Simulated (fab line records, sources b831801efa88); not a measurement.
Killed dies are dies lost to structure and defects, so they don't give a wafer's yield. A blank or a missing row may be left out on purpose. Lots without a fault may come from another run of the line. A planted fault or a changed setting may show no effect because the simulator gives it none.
A struck lot beside a sound one | flow sky130 | 15 steps out of a route of 708
Sound: wafers L189.1, L189.2, L189.3. Struck: wafers L188.3, L188.4, L188.6. The cause comes at the end.
At each step with rows: each side's tool, then ch and its chambers, then its first start. Under that, the readings that differ: sound wafers | struck wafers | difference of the means | sigmas: that difference in standard deviations of wafers without a fault.
alike: readings whose means differ by less than 2 such deviations, and words and numbers that are the same on both sides. not compared: withheld readings, readings that some wafer has no value for, bounds like >300 that may hide the same value, and numbers for which the record gives no deviation and whose values overlap.
The two part at a step that has a row with sigmas, a row that says differs or no value, or rows on one side only. Numbers that don't overlap but have no deviation are shown without sigmas and don't part them. A reading that every wafer of one side lacks parts them only if that side has two wafers or more.

first, 5 steps without rows for these wafers: SKY_SONOS_TUNNEL_COAT_02 (resist thk 1140 nm); SKY_SONOS_TUNNEL_SOFTBAKE_03 (time 60 s); SKY_SONOS_TUNNEL_EXPOSE_04 (exposes mask TUNM, target cd 410 nm); SKY_SONOS_TUNNEL_PEB_05; SKY_SONOS_TUNNEL_DEVELOP_06 (develop time 60 s).
SKY_SONOS_TUNNEL_CD_MEAS_07: target cd 410 nm.
  sound on cd_sem-02, day 18 05:07; struck on cd_sem-02, day 17 22:42
  alike: cd_nm
SKY_SONOS_TUNNEL_OVL_MEAS_08:
  sound on overlay-01, day 18 05:14; struck on overlay-02, day 17 22:47
  alike: SONOS_TUNNEL_OVL
then, 3 steps without rows for these wafers: SKY_SONOS_TUNNEL_IMPLANT_09; SKY_SONOS_TUNNEL_WET_ETCH_10 (etches SiO2 in dHF, target depth 14 nm, time 280 s); SKY_SONOS_TUNNEL_STRIP_11 (strips in SPM, time 600 s).
SKY_SONOS_TUNNEL_TW_MEAS_12:
  sound on film_metro-02, day 18 05:43; struck on film_metro-02, day 17 23:15
  alike: SONOS_TUNNEL_TW
then, 1 step without rows for these wafers: SKY_SONOS_TUNNEL_CLEAN_13 (cleans in dHF, time 20 s).
SKY_SONOS_ONO_OXIDATION_00: stabilise 600 s, purge 300 s, target thk 2.6 nm.
  sound on furnace-02 ch 0, day 18 06:10; struck on furnace-01 ch 0, day 18 00:25
  reading                                          | sound             | struck               | difference | sigmas
  spike_tc_bottom_C (C)                            | 812 808 812       | 825 824 827          | +15        | +4
  spike_tc_centre_C (C)                            | 801.1 801.4 800.8 | 806.5 808.1 805.9    | +5.7       | +4
  spike_tc_lower_C (C)                             | 800.7 800.5 800.1 | 810.5 808.8 810.2    | +9.4       | +7
  spike_tc_upper_C (C)                             | 801.8 799.3 801.8 | 805.5 806.0 804.5    | +4.4       | +3
  tube_center_temp_C (C)                           | 800 799.99 799.99 | 807.66 807.69 807.73 | +7.70      | +99 or more
  tube_center_temp_C_max                           | 802.9 801.8 801.7 | 809.6 810.2 809.5    | +7.6       | +24
  zone_power_upper_pct (%)                         | 12.6 12.7 12.4    | 13.7 13.8 14.0       | +1.3       | +3
  model.SiO2_of_SONOS_ONO_OXIDATION_00.thk_nm (nm) | 2.675 2.666 2.629 | 2.884 2.929 2.892    | +0.245     |
SKY_SONOS_ONO_THK_MEAS_01:
  sound on film_metro-03, day 18 07:31; struck on film_metro-04, day 18 02:08
  reading                      | sound          | struck         | difference | sigmas
  SONOS_ONO_OXIDATION_THK (nm) | 2.66 2.65 2.63 | 2.91 2.92 2.84 | +0.24      | +4
  not compared: hold
-- the record jumps here: 32 days lie between the struck wafers' starts before and after (it left off in module SONOS_ONO and takes up again in module PAD_OPEN, whose first step shown is number 708 of the route) --
SKY_PAD_OPEN_PROBE_99:
  sound on prober-02, day 50 12:38; struck on prober-01, day 50 11:14
  reading                               | sound                  | struck                  | difference | sigmas
  model.etest.sonos_erased.drive_ua_um  | 180.6 175.8 195.2      | 162.2 117.4 165.2       | -35.6      |
  model.etest.sonos_erased.vt_v (V)     | -2.17 -2.215 -2.253    | -2.084 -1.877 -2.037    | +0.213     |
  model.etest.sonos_baked.vt_less_v (V) | -0.4852 -0.5098 -0.461 | -0.4154 -0.4073 -0.4158 | +0.0725    |
  alike: killed_at_M0_to_M3, killed_at_M4_up, killed_at_contacts, killed_at_front_end, killed_at_other, killed_dies, killed_open, killed_short
  not compared: model.etest.cap_ono.gate_log10_a_cm2, model.etest.cap_ono.tox_acc_nm

WHERE THEY PART
First at SKY_SONOS_ONO_OXIDATION_00; last, within this record, at SKY_SONOS_ONO_THK_MEAS_01. Later steps at which nothing parts them and some readings are alike: SKY_PAD_OPEN_PROBE_99.

WHY: what the simulator had put in
Process parameter drift: furnace-01, from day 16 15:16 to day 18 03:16, at SKY_SONOS_ONO_OXIDATION_00. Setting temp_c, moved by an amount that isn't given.
